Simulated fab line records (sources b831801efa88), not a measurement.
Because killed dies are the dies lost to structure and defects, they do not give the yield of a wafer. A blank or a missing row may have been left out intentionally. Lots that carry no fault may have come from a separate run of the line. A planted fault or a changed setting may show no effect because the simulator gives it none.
Matching of chambers :: flow sfq line :: 4 sister chambers for SFQ_TRILAYER_L0_VIA_ETCH_VIA_ETCH_016 on rie diel-04
The step etches SiO2 in CHF3, stops on MoNx KI, target depth 80 nm. 4 wafers are shown with their chamber, then 7 later ones without.

== WAFERS, EACH WITH ITS CHAMBER ==
wafer: L605.3
chamber: 2
drypump motor current A (A): 6.6

wafer: L613.1
chamber: 1
drypump motor current A (A): 5.7

wafer: L620.1
chamber: 0
drypump motor current A (A): 6.2

wafer: L620.2
chamber: 3
drypump motor current A (A): 5.8

== WAFERS WITH NO CHAMBER GIVEN ==
wafer: L620.4
drypump motor current A (A): 5.7

wafer: L621.2
drypump motor current A (A): 5.7

wafer: L621.4
drypump motor current A (A): 6.2

wafer: L621.6
drypump motor current A (A): 6.6

wafer: L623.1
drypump motor current A (A): 5.7

wafer: L623.4
drypump motor current A (A): 6.7

wafer: L623.5
drypump motor current A (A): 5.7

== EACH ONE'S CHAMBER ==
wafer: L620.4
from the rows above: 1
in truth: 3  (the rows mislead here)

wafer: L621.2
from the rows above: 1
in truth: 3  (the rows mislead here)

wafer: L621.4
from the rows above: 0
in truth: 0

wafer: L621.6
from the rows above: 2
in truth: 2

wafer: L623.1
from the rows above: 1
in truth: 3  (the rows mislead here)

wafer: L623.4
from the rows above: 2
in truth: 2

wafer: L623.5
from the rows above: 1
in truth: 1
4 of 7 placed correctly. Number that these rows cannot place: 0. 3 placed wrongly.
How it was worked out, from the rows above alone: a wafer's distance from a chamber is the root of the sum, over the readings, of the square of ((its reading less the chamber's mean) divided by the reading's scatter). The wafer belongs to the nearest chamber; if the next one is less than 2 further off, it can't be placed. For every chamber, the mean is computed from those of its wafers that are shown. The scatter: root of mean squared gap, hidden wafer to nearest shown wafer, with one shown wafer a chamber.
